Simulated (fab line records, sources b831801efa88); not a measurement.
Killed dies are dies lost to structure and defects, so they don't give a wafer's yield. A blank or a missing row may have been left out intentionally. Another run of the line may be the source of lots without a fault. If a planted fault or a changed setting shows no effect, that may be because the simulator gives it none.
Struck lot and sound lot, side by side + flow sky130 + 17 out of 708 route steps
Sound: these wafers, L325.3, L325.4, L325.5. Struck: wafers L340.2, L340.3, L340.6. Last of all comes the cause.
At each step with rows: each side's tool, then ch and its chambers, then its first start. Under that, the readings that differ: sound wafers + struck wafers + difference of the means + sigmas: that difference in standard deviations of wafers without a fault.
alike: a reading whose means differ by less than 2 such deviations, as well as words and numbers matching on both sides. not compared: withheld readings; readings where some wafer has no value; bounds like >300 that might hide an equal value; numbers whose values overlap and for which the record gives no deviation.
A row with sigmas, a row that says differs or no value, or rows on one side alone: a step with any of these is where the two part. Numbers that don't overlap but have no deviation are shown without sigmas and don't part them. A reading that every wafer of one side lacks parts them only if that side has two wafers or more.

SKY_LDD_HVN_OVL_MEAS_07:
  sound on overlay-02, day 21 04:51; struck on overlay-02, day 26 16:08
  alike: LDD_HVN_OVL
following that, these wafers have no rows for 1 step: SKY_LDD_HVN_IMPLANT_08.
SKY_LDD_HVN_STRIP_09: strips in O2/N2.
  sound on plasma-asher-03 ch 0,1, day 21 05:04; struck on plasma-asher-01 ch 0,1, day 26 16:19
| reading                      | sound             | struck            | difference | sigmas |
|------------------------------|-------------------|-------------------|------------|--------|
| strip-time-to-endpoint-s (s) | 4.136 4.125 4.132 | 4.177 4.158 4.165 | +0.036     | +3     |
  alike: drypump-motor-current-A, oes-product-au
  not compared: rf-hours-counter-h
SKY_LDD_HVN_TW_MEAS_10:
  sound on film-metro-01, day 21 05:09; struck on film-metro-04, day 26 16:25
  alike: LDD_HVN_TW
then, 7 steps without rows for these wafers: SKY_LDD_HVP_DEHYDRATE_00 (time 60 s); SKY_LDD_HVP_HMDS_01 (prime time 60 s); SKY_LDD_HVP_COAT_02 (resist thk 300 nm); SKY_LDD_HVP_SOFTBAKE_03 (time 60 s); SKY_LDD_HVP_EXPOSE_04 (exposes mask HVPTM, target cd 700 nm); SKY_LDD_HVP_PEB_05; SKY_LDD_HVP_DEVELOP_06 (develop time 60 s).
SKY_LDD_HVP_OVL_MEAS_07:
  sound on overlay-01, day 22 11:13; struck on overlay-01, day 27 20:49
  alike: LDD_HVP_OVL
SKY_LDD_HVP_IMPLANT_08:
  sound on implanter-01 ch 0, day 22 11:17; struck on implanter-03 ch 0, day 27 20:52
| reading            | sound                            | struck                           | difference  | sigmas      |
|--------------------|----------------------------------|----------------------------------|-------------|-------------|
| dose-ions-cm2      | 1.7006e+13 1.7006e+13 1.6986e+13 | 1.4342e+13 1.4377e+13 1.4376e+13 | -2.6343e+12 | -99 or more |
| faraday-current-uA | 98.5 101.0 95.3                  | 82.5 79.9 81.7                   | -16.9       | -8          |
  alike: beam-energy-keV
SKY_LDD_HVP_STRIP_09: strips in O2/N2.
  sound on plasma-asher-04 ch 0,1, day 22 11:25; struck on plasma-asher-01 ch 0, day 27 20:59
  alike: drypump-motor-current-A, oes-product-au, strip-time-to-endpoint-s
  not compared: rf-hours-counter-h
SKY_LDD_HVP_TW_MEAS_10:
  sound on film-metro-02, day 22 11:31; struck on film-metro-04, day 27 21:06
| reading    | sound       | struck      | difference | sigmas |
|------------|-------------|-------------|------------|--------|
| LDD_HVP_TW | 457 456 454 | 430 431 430 | -25        | -7     |
then, 1 step without rows for these wafers: SKY_LDD_LDN_DEHYDRATE_00 (time 60 s).
-- here the record skips 22 days between the struck wafers' starts before and after, leaving off in module LDD_LDN and picking up in module PAD_OPEN (first step shown: number 708 of the route) --
SKY_PAD_OPEN_PROBE_99:
  sound on prober-01, day 46 06:47; struck on prober-02, day 50 01:25
| reading                        | sound          | struck         | difference | sigmas |
|--------------------------------|----------------|----------------|------------|--------|
| killed_at_M0_to_M3             | 48 58 38       | 30 38 36       | -13        | -2     |
| model.etest.tip_p_5v.rs-ohm-sq | 2872 2880 2872 | 3210 3206 3208 | +333       |        |
  alike: killed_at_M4_up, killed-at-contacts, killed-at-front-end, killed-at-other, killed-dies, killed-open, killed-short

## WHERE THEY PART
Earliest at SKY_LDD_HVN_STRIP_09; latest, in this record, at SKY_PAD_OPEN_PROBE_99.

WHY: the cause the simulator had injected
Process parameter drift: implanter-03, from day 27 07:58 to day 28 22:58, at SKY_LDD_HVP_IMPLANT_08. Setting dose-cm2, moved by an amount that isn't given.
